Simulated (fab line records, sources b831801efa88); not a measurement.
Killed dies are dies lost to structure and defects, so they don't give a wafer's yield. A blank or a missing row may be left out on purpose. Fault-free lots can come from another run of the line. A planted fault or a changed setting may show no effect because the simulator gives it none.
A lot that was struck, set against a sound lot :: flow sky130 :: 16 steps out of a route of 708
Sound: the wafers L770.1, L770.3, L770.5. Struck: wafer L766.2 (left out: L766.5, L766.6 of the same lot, which were not struck); the cause appears at the end.
Each step with rows lists, per side, the tool, then ch with its chambers, then its first start. Under that, the readings that differ: sound wafers :: struck wafers :: difference of the means :: sigmas: that difference in standard deviations of wafers without a fault.
alike: same words and numbers on both sides, and readings whose means sit less than 2 such deviations apart. not compared: any withheld reading, any reading some wafer has no value for, any bound like >300 that may hide the same value, and any number with overlapping values for which the record gives no deviation.
The two part at a step that has a row with sigmas, a row that says differs or no value, or rows on one side only. Non-overlapping numbers with no deviation appear without sigmas and do not part them. A reading that every wafer of one side lacks parts them only if that side has two wafers or more.

SKY_METAL4_SPUTTER_04: material TiN, target thk 70 nm, time 58.3 s.
  sound on pvdSputter-04, day 45 12:00; struck on pvdSputter-01, day 44 15:55
  alike: chamberPressurePa, throttleValvePct
SKY_CAP2M_CVD_00: deposits SiO2, target thk 15.5 nm.
  sound on pecvd-01 ch 2, day 45 12:03; struck on pecvd-01 ch 0, day 44 15:58
  alike: heaterPowerW
SKY_CAP2M_THK_MEAS_01:
  sound on filmMetro-02, day 45 12:05; struck on filmMetro-03, day 44 16:00
reading: CAP2M_CVD_00_THK (nm)
sound: 15.46 15.85 15.91
struck: 15.08
difference: -0.66
sigmas: -3
SKY_CAP2M_SPUTTER_02: material TiN, target thk 200 nm, time 166.7 s.
  sound on pvdSputter-02, day 45 12:08; struck on pvdSputter-04, day 44 16:03
  alike: chamberPressurePa, throttleValvePct
SKY_CAP2M_RS_MEAS_03: the measuring method here is four-point-probe.
  sound on filmMetro-03, day 45 12:15; struck on filmMetro-04, day 44 16:10
  alike: CAP2M_TIN_RS
SKY_CAP2M_THK_MEAS_04: measures by xrf.
  sound on filmMetro-03, day 45 12:22; struck on filmMetro-04, day 44 16:17
  alike: CAP2M_TIN_THK
then, 6 steps without rows for these wafers: SKY_CAP2M_DEHYDRATE_05 (time 60 s); SKY_CAP2M_HMDS_06 (prime time 60 s); SKY_CAP2M_COAT_07 (resist thk 1140 nm); SKY_CAP2M_SOFTBAKE_08 (time 60 s); SKY_CAP2M_EXPOSE_09 (exposes mask CAP2M, target cd 1000 nm); SKY_CAP2M_PEB_10.
SKY_CAP2M_DEVELOP_11: develop time 60 s.
  sound on lithoTrack-04 ch 0, day 46 08:59; struck on lithoTrack-03 ch 0, day 45 13:00
  alike: developerTempC, resistLineTempC
SKY_CAP2M_OVL_MEAS_12:
  sound on overlay-01, day 46 09:08; struck on overlay-02, day 45 13:08
  alike: CAP2M_OVL
SKY_CAP2M_METAL_ETCH_13: etches TiN in Cl2/BCl3, stops on SiO2, target depth 220 nm, time 62.9 s.
  sound on rieMetal-03 ch 0, day 46 09:10; struck on rieMetal-03 ch 0, day 45 13:10
reading: model.CAP2M.cdNm (nm)
sound: 1001 1002 1001
struck: 1006
difference: +5
sigmas: 
  alike: biasW, drypumpMotorCurrentA, oesProductAu, throttleValvePct
  not compared: rfHoursCounterH
SKY_CAP2M_STRIP_14: strips in O2/N2.
  sound on plasmaAsher-02 ch 0, day 46 09:15; struck on plasmaAsher-02 ch 1, day 45 13:14
  alike: drypumpMotorCurrentA, oesProductAu, stripTimeToEndpointS
  not compared: rfHoursCounterH

== WHERE THEY PART ==
Within this record, at SKY_CAP2M_THK_MEAS_01 only. Later steps at which nothing parts them and some readings are alike: SKY_CAP2M_SPUTTER_02, SKY_CAP2M_RS_MEAS_03, SKY_CAP2M_THK_MEAS_04, SKY_CAP2M_DEVELOP_11, SKY_CAP2M_OVL_MEAS_12, SKY_CAP2M_METAL_ETCH_13, SKY_CAP2M_STRIP_14.

WHY: whatever the simulator had introduced
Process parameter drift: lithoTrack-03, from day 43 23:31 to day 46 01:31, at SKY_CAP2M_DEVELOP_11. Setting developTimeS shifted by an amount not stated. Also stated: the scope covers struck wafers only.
